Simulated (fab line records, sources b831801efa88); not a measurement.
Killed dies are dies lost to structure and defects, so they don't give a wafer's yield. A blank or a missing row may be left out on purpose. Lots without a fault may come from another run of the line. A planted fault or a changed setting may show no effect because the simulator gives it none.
Chamber matching | flow sfq_line | SFQ_TRILAYER_I2_CMP_CMP_064 on cmp-02: 4 sister chambers
The step polishes SiO2. 25 wafers are shown with their chamber, then 12 later ones without.

WAFERS WITH THEIR CHAMBER
wafer  | chamber | motor_current_A (A) | time_to_endpoint_s (s) | slurry_filter_dp_kPa (kPa)
L507.4 | 2       | 9.6                 | 211                    | 13.56
L507.5 | 3       | 11.4                | 210                    | 13.63
L507.6 | 2       | 9.5                 | 218                    | 13.35
L508.2 | 3       | 10.6                | 203                    | 13.64
L508.1 | 1       | 9.6                 | 200                    | 13.57
L508.5 | 0       | 11.0                | 210                    | 13.53
L509.1 | 3       | 10.5                | 214                    | 13.82
L509.3 | 0       | 10.4                | 210                    | 13.67
L509.4 | 2       | 9.7                 | 212                    | 13.27
L510.1 | 2       | 9.8                 | 197                    | 13.51
L510.2 | 1       | 9.4                 | 199                    | 13.37
L510.5 | 0       | 10.8                | 203                    | 13.52
L511.4 | 2       | 10.1                | 206                    | 13.50
L511.1 | 0       | 10.1                | 206                    | 13.27
L511.5 | 2       | 9.7                 | 208                    | 13.31
L514.1 | 3       | 11.0                | 234                    | 13.44
L514.2 | 1       | 9.9                 | 186                    | 13.56
L514.4 | 0       | 10.5                | 236                    | 13.65
L516.6 | 2       | 9.7                 | 208                    | 13.57
L522.1 | 2       | 9.6                 | 203                    | 13.50
L522.3 | 0       | 10.2                | 207                    | 13.15
L522.5 | 3       | 11.2                | 217                    | 13.49
L524.1 | 2       | 9.9                 | 196                    | 13.55
L524.2 | 1       | 9.7                 | 189                    | 13.59
L524.5 | 2       | 9.8                 | 197                    | 13.13

SIGNATURES (means of the wafers above)
reading              | chamber 0 | chamber 1 | chamber 2 | chamber 3 | scatter within a chamber
motor_current_A      | 10.500    | 9.650     | 9.740     | 10.940    | 0.275
time_to_endpoint_s   | 212.00    | 193.50    | 205.60    | 215.60    | 9.49
slurry_filter_dp_kPa | 13.4650   | 13.5225   | 13.4250   | 13.6040   | 0.161
Rule: a wafer's distance from a chamber is the root of the sum, over the readings, of the square of ((its reading less the chamber's mean) divided by the reading's scatter). The wafer belongs to the nearest chamber; if the next one is less than 2 further off, it can't be placed. The scatter: the root of (the sum of the squares of (reading less its chamber's mean) over the shown wafers, divided by (wafers less chambers)).

WAFERS WITHOUT THEIR CHAMBER
wafer  | motor_current_A (A) | time_to_endpoint_s (s) | slurry_filter_dp_kPa (kPa)
L525.4 | 10.7                | 199                    | 13.70
L525.3 | 9.2                 | 196                    | 13.40
L525.5 | 10.5                | 208                    | 13.59
L526.1 | 10.7                | 191                    | 13.54
L526.2 | 11.2                | 200                    | 13.49
L526.6 | 9.5                 | 202                    | 13.68
L528.3 | 9.8                 | 209                    | 13.46
L528.5 | 10.0                | 207                    | 13.44
L528.6 | 10.8                | 212                    | 13.58
L529.2 | 10.5                | 217                    | 13.34
L529.1 | 11.6                | 222                    | 13.55
L529.6 | 10.6                | 226                    | 13.14

WHICH CHAMBER EACH WENT THROUGH
wafer  | from the rows above               | in truth
L525.4 | can't be placed: 3 or 0 or 2 or 1 | 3
L525.3 | can't be placed: 1 or 2           | 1
L525.5 | can't be placed: 0 or 3           | 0
L526.1 | can't be placed: 0 or 3 or 1 or 2 | 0
L526.2 | can't be placed: 3 or 0           | 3
L526.6 | can't be placed: 1 or 2           | 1
L528.3 | can't be placed: 2 or 1           | 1
L528.5 | can't be placed: 2 or 0 or 1      | 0
L528.6 | can't be placed: 3 or 0           | 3
L529.2 | can't be placed: 0 or 3           | 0
L529.1 | can't be placed: 3 or 0           | 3
L529.6 | can't be placed: 0 or 3 or 2      | 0
Placed correctly: 0 of 12. Can't be placed from these rows: 12 (the true chamber is among the candidates in 12). Placed wrongly: 0.
